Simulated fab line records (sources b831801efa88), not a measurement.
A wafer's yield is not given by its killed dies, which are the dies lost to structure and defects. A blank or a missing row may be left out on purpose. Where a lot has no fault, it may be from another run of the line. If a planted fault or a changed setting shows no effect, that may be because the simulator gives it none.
Struck lot and sound lot, side by side    flow sky130    35 out of 708 route steps
Sound: these wafers, L341.1, L341.4, L341.5. The struck wafers were L336.3, L336.4, L336.6. The cause is named last.
Order at every step that has rows: each side's tool, ch and its chambers, its first start. Under that, the readings that differ: sound wafers    struck wafers    difference of the means    sigmas: that difference in standard deviations of wafers without a fault.
alike: a reading whose means differ by less than 2 such deviations, as well as words and numbers matching on both sides. not compared: withheld readings; readings where some wafer has no value; bounds like >300 that might hide an equal value; numbers whose values overlap and for which the record gives no deviation.
A row with sigmas, a row that says differs or no value, or rows on one side alone: a step with any of these is where the two part. Numbers that don't overlap but have no deviation are shown without sigmas and don't part them. A reading missing from all wafers of one side parts the sides only when that side holds two or more wafers.

SKY_SD_P_CD_MEAS_07: target cd 380 nm.
  sound on cd-sem-01, day 31 11:15; struck on cd-sem-02, day 29 20:20
  alike: cd-nm
SKY_SD_P_OVL_MEAS_08:
  sound on overlay-02, day 31 11:22; struck on overlay-01, day 29 20:26
  alike: SD_P_OVL
after that, 1 step had no rows for these wafers: SKY_SD_P_IMPLANT_09.
SKY_SD_P_STRIP_10: strips in O2/N2.
  sound on plasma-asher-01 ch 0,1, day 31 11:34; struck on plasma-asher-01 ch 0,1, day 29 20:38
  alike: drypump-motor-current-A, oes-product-au, strip-time-to-endpoint-s
  not compared: rf-hours-counter-h
SKY_SD_P_TW_MEAS_11:
  sound on film-metro-03, day 31 11:40; struck on film-metro-04, day 29 20:44
  alike: SD_P_TW
then, 7 steps without rows for these wafers: SKY_RES_XHIGH_DEHYDRATE_00 (time 60 s); SKY_RES_XHIGH_HMDS_01 (prime time 60 s); SKY_RES_XHIGH_COAT_02 (resist thk 1140 nm); SKY_RES_XHIGH_SOFTBAKE_03 (time 60 s); SKY_RES_XHIGH_EXPOSE_04 (exposes mask URPM, target cd 1270 nm); SKY_RES_XHIGH_PEB_05; SKY_RES_XHIGH_DEVELOP_06 (develop time 60 s).
SKY_RES_XHIGH_IMPLANT_07:
  sound on implanter-04 ch 0, day 32 13:07; struck on implanter-01 ch 0, day 31 00:24
reading             sound                          struck                     difference  sigmas
beam-on-s (s)       41.4 40.9 39.7                 9.9 10.1 9.7               -30.8       -15
dose-ions-cm2       3.603e+14 3.602e+14 3.599e+14  7.54e+13 7.6e+13 7.52e+13  -2.85e+14   -99 or more
faraday-current-uA  490 493 512                    427 420 438                -70         -2
SKY_RES_XHIGH_STRIP_08: strips in O2/N2.
  sound on plasma-asher-01 ch 0,1, day 32 13:16; struck on plasma-asher-04 ch 0,1, day 31 00:32
  alike: drypump-motor-current-A, oes-product-au, strip-time-to-endpoint-s
  not compared: rf-hours-counter-h
SKY_RES_XHIGH_TW_MEAS_09:
  sound on film-metro-03, day 32 13:22; struck on film-metro-01, day 31 00:37
reading       sound           struck       difference  sigmas
RES_XHIGH_TW  1647 1637 1640  997 995 992  -647        -46
then, 7 steps without rows for these wafers: SKY_SD_N_DEHYDRATE_00 (time 60 s); SKY_SD_N_HMDS_01 (prime time 60 s); SKY_SD_N_COAT_02 (resist thk 1140 nm); SKY_SD_N_SOFTBAKE_03 (time 60 s); SKY_SD_N_EXPOSE_04 (exposes mask NSDM, target cd 380 nm); SKY_SD_N_PEB_05; SKY_SD_N_DEVELOP_06 (develop time 60 s).
SKY_SD_N_CD_MEAS_07: target cd 380 nm.
  sound on cd-sem-02, day 33 15:29; struck on cd-sem-01, day 32 03:39
  alike: cd-nm
SKY_SD_N_OVL_MEAS_08:
  sound on overlay-01, day 33 15:37; struck on overlay-01, day 32 03:44
  alike: SD_N_OVL
then, 2 steps without rows for these wafers: SKY_SD_N_IMPLANT_09; SKY_SD_N_IMPLANT_10.
SKY_SD_N_STRIP_11: strips in O2/N2.
  sound on plasma-asher-01 ch 0,1, day 33 15:57; struck on plasma-asher-01 ch 0,1, day 32 04:06
reading                sound              struck             difference  sigmas
oes-product-au (a.u.)  0.528 0.537 0.529  0.519 0.522 0.524  -0.010      -2
  alike: drypump-motor-current-A, strip-time-to-endpoint-s
  not compared: rf-hours-counter-h
SKY_SD_N_TW_MEAS_12:
  sound on film-metro-01, day 33 16:03; struck on film-metro-04, day 32 04:11
  alike: SD_N_TW
then, 1 step without rows for these wafers: SKY_SD_N_CLEAN_13 (cleans in SC1/SC2, time 150 s).
SKY_SD_N_RTA_14: time 2 s.
  sound on rtp-anneal-02 ch 0, day 33 16:10; struck on rtp-anneal-01 ch 0, day 32 04:17
  alike: lamp-power-pct, wafer_temp_C_max
SKY_SD_N_RS_MEAS_16: the measuring method here is four-point-probe.
  sound on film-metro-03, day 33 16:20; struck on film-metro-03, day 32 04:29
  alike: SD_N_RS
SKY_SD_N_RS_MEAS_17: the measuring method here is four-point-probe.
  sound on film-metro-03, day 33 16:27; struck on film-metro-03, day 32 04:37
  alike: SD_P_RS
SKY_SD_N_RS_MEAS_18: the measuring method here is four-point-probe.
  sound on film-metro-03, day 33 16:34; struck on film-metro-03, day 32 04:44
reading                sound              struck                difference  sigmas
RES_XHIGH_RS (ohm/sq)  333.6 333.1 334.3  1173.4 1159.1 1160.9  +830.8      +99 or more
then, 1 step without rows for these wafers: SKY_SALICIDE_CLEAN_00 (cleans in HF-last, time 30 s).
-- the record jumps here: 17 days lie between the struck wafers' starts before and after (it left off in module SALICIDE and takes up again in module PAD_OPEN, whose first step shown is number 708 of the route) --
SKY_PAD_OPEN_PROBE_99:
  sound on prober-01, day 50 00:28; struck on prober-02, day 48 22:16
reading                        sound     struck   difference  sigmas
killed-at-front-end            15 23 23  10 11 9  -10         -2
model.etest.res-xhigh-po.open  0 0 0     1 1 1    +1          
  alike: killed_at_M0_to_M3, killed_at_M4_up, killed-at-contacts, killed-at-other, killed-dies, killed-open, killed-short

WHERE THEY PART
Last at SKY_PAD_OPEN_PROBE_99 as far as this record goes, first at SKY_RES_XHIGH_IMPLANT_07.

WHY: what had been put in by the simulator
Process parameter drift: implanter-01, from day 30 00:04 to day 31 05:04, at SKY_RES_XHIGH_IMPLANT_07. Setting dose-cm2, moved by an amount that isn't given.
